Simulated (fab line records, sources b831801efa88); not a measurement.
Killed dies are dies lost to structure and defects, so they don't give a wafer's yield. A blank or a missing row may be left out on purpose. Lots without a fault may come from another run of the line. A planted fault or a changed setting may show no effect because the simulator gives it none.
fab line records | flow gf180mcu
record lots=10 wafers=29 last_day=34
route steps=602 shown STI@1 DUAL_GATE@144 POLY_GATE@158
lots that met no fault: from a run of the same line without faults
start_h: hours from the record's first day to the start of the lot's first wafer shown | wait_h: hours since the lot's step before | " the same as in the row above | L1.1+2: a row that stands for several wafers | - no value, or no start given | * or withheld: withheld | < > ~ a bound
route shown NAME@n: a module of which the file shows steps, and the number in the route of the first | usual: mean/standard deviation of fault-free wafers | same: alike in all rows | chamber/n: place in a boat | sites: the reading at each site | _std_site: their standard deviation | _edge_site: outer sites' mean less inner sites' | radius_mm: how far each site lies from the wafer's centre | mask NAME#n: copy n | behind: the tool/chamber that last shaped the wafer | hold: why the lot was held/for how many hours/how that ended | device: the transistor (n, p or np) that didn't switch | end of line: the same wafers' tests at the end of the route | a step without rows: its recipe alone | killed: dies lost to structure and defects at the first sort, not the wafer's yield | map: a wafer's dies, x killed, . not, _ none there
set.NAME: the setting as run; set.NAME@STEP: as run at that earlier step | model.NAME: the simulator's own value behind a step, which no gauge read
steps of the route over a sample of lots; a table a step, a row a wafer
## steps
# step GF_STI_BOW_MEAS_00
# recipe mode=bow
# usual INCOMING_BOW=-1/6.4
# columns lot.wafer tool chamber start_h wait_h INCOMING_BOW[um]
L511.4 film_metro-02 - 10.06 - -1
L511.5 " - " " -3
L511.6 " - " " 4
L512.3 film_metro-04 - 15.04 - 0
L512.5 " - " " -3
L512.6 " - " " 0
L513.1 film_metro-02 - 20.00 - -10
L513.4 " - " " -2
L513.6 " - " " -1
L514.1 film_metro-04 - 25.00 - -1
L514.2 " - " " -4
L514.4 " - " " 3
L517.3 film_metro-03 - 40.04 - -1
L517.6 " - " " 6
L530.2 film_metro-02 - 105.02 - 10
L530.3 " - " " -13
L530.4 " - " " 5
L531.2 film_metro-04 - 110.02 - -10
L531.3 " - " " -14
L531.4 " - " " -6
L532.2 film_metro-03 - 115.02 - 5
L532.3 " - " " 1
L532.6 " - " " 1
L533.4 film_metro-02 - 120.06 - -2
L533.5 " - " " 5
L533.6 " - " " -4
L534.2 film_metro-02 - 125.02 - -1
L534.3 " - " " -4
L534.6 " - " " -1
# step GF_STI_PEB_10
# recipe peb_temp_c=135 peb_time_s=90 resist=KrF
# columns lot.wafer tool chamber start_h wait_h
L511.4+5+6 litho_track-04 0 24.83 -
L512.3+5+6 litho_track-03 0 29.38 -
L513.1+4+6 litho_track-03 0 34.72 -
L514.1+2+4 litho_track-01 0 40.26 -
L517.3+6 litho_track-03 0 57.03 -
L530.2+3+4 litho_track-01 0 122.64 -
L531.2+3+4 litho_track-01 0 129.94 -
L532.2+3+6 litho_track-04 0 133.76 -
L533.4+5+6 litho_track-03 0 138.26 -
L534.2+3+6 litho_track-01 0 143.29 -
# step GF_STI_CD_MEAS_12
# recipe target_cd_nm=220
# usual cd_nm=219.9/1.1
# columns lot.wafer tool chamber start_h wait_h cd_nm
L511.4 cd_sem-02 - 25.14 0.1 220.3
L511.5 " - " " 220.9
L511.6 " - " " 221.4
L512.3 cd_sem-01 - 29.71 0.1 219.6
L512.5 " - " " 218.8
L512.6 " - " " 219.0
L513.1 cd_sem-01 - 35.07 0.1 219.5
L513.4 " - " " 219.7
L513.6 " - " " 219.0
L514.1 cd_sem-02 - 40.61 0.1 221.6
L514.2 " - " " 221.1
L514.4 " - " " 221.5
L517.3 cd_sem-02 - 57.36 0.1 214.3
L517.6 " - " " 220.0
L530.2 cd_sem-01 - 122.98 0.1 219.5
L530.3 " - " " 218.6
L530.4 " - " " 219.6
L531.2 cd_sem-02 - 130.28 0.1 218.9
L531.3 " - " " 221.2
L531.4 " - " " 219.7
L532.2 cd_sem-01 - 134.10 0.1 219.1
L532.3 " - " " 219.6
L532.6 " - " " 219.0
L533.4 cd_sem-02 - 138.57 0.1 220.8
L533.5 " - " " 219.7
L533.6 " - " " 220.5
L534.2 cd_sem-01 - 143.63 0.1 219.8
L534.3 " - " " 220.3
L534.6 " - " " 219.7
# step GF_DUAL_GATE_THK_MEAS_03
# recipe reads=SiO2_of_DUAL_GATE_OXIDATION_02
# usual DUAL_GATE_OXIDATION_00_THK=10.97/0.24
# columns lot.wafer tool chamber start_h wait_h DUAL_GATE_OXIDATION_00_THK[nm]
L511.4 film_metro-03 - 159.86 0.0 11.02
L511.5 " - " " 11.01
L511.6 " - " " 11.04
L512.3 film_metro-02 - 166.26 0.0 10.52
L512.5 " - " " 10.81
L512.6 " - " " 10.72
L513.1 film_metro-04 - 173.28 0.0 11.30
L513.4 " - " " 11.27
L513.6 " - " " 11.32
L514.1 film_metro-02 - 183.83 0.0 11.19
L514.2 " - " " 11.44
L514.4 " - " " 11.25
L517.3 film_metro-02 - 201.79 0.0 11.28
L517.6 " - " " 11.14
L530.2 film_metro-02 - 287.64 0.0 10.78
L530.3 " - " " 10.83
L530.4 " - " " 10.76
L531.2 film_metro-02 - 298.20 0.0 10.68
L531.3 " - " " 10.76
L531.4 " - " " 10.78
L532.2 film_metro-02 - 305.94 0.0 10.86
L532.3 " - " " 10.83
L532.6 " - " " 10.94
L533.4 film_metro-02 - 310.05 0.0 10.53
L533.5 " - " " 10.53
L533.6 " - " " 10.54
L534.2 film_metro-04 - 314.56 0.0 10.80
L534.3 " - " " 10.91
L534.6 " - " " 10.87
# step GF_POLY_GATE_THK_MEAS_01
# recipe reads=poly-Si_of_POLY_GATE_CVD_00
# usual POLY_GATE_CVD_00_THK=199.8/2.3
# columns lot.wafer tool chamber start_h wait_h POLY_GATE_CVD_00_THK[nm]
L511.4 film_metro-02 - 179.92 0.0 199.2
L511.5 " - " " 197.4
L511.6 " - " " 197.6
L512.3 film_metro-04 - 185.43 0.0 200.0
L512.5 " - " " 201.2
L512.6 " - " " 200.7
L513.1 film_metro-04 - 193.12 0.0 201.3
L513.4 " - " " 202.1
L513.6 " - " " 202.6
L514.1 film_metro-02 - 204.65 0.0 203.4
L514.2 " - " " 201.3
L514.4 " - " " 203.9
L517.3 film_metro-04 - 222.01 0.0 198.4
L517.6 " - " " 197.8
L530.2 film_metro-01 - 312.08 0.0 198.3
L530.3 " - " " 196.3
L530.4 " - " " 195.7
L531.2 film_metro-04 - 322.41 0.0 198.7
L531.3 " - " " 199.6
L531.4 " - " " 201.2
L532.2 film_metro-02 - 329.45 0.0 198.4
L532.3 " - " " 198.1
L532.6 " - " " 199.6
L533.4 film_metro-01 - 334.40 0.0 197.8
L533.5 " - " " 196.9
L533.6 " - " " 197.3
L534.2 film_metro-04 - 339.41 0.0 198.0
L534.3 " - " " 195.7
L534.6 " - " " 197.1
## key
first_sign step=GF_STI_CD_MEAS_12 reading=cd_nm direction=down sigmas=5.3 usual=219.9 struck=214.3
effect none on later readings
met_at GF_STI_PEB_10
struck_lots L517
struck_wafers L517.3
tester_left_out L517
not_acting_at GF_STI_BOW_MEAS_00,GF_DUAL_GATE_THK_MEAS_03,GF_POLY_GATE_THK_MEAS_01
onset_between 34.72 57.03
fault kind=process_parameter_drift tool=litho_track-03 chamber=- onset_h=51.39 steps=GF_STI_PEB_10 channel=peb_time_s offset=* shape=step end_h=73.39 scope=struck_wafers_only acts_in=* stated=*
# tester_left_out: of these lots the tester's yield and bins aren't shown, on N5 and GAA mostly nor the transistor test; their killed dies are dies lost to structure and defects alone, not to doping, threshold or leakage, so they don't give the yield
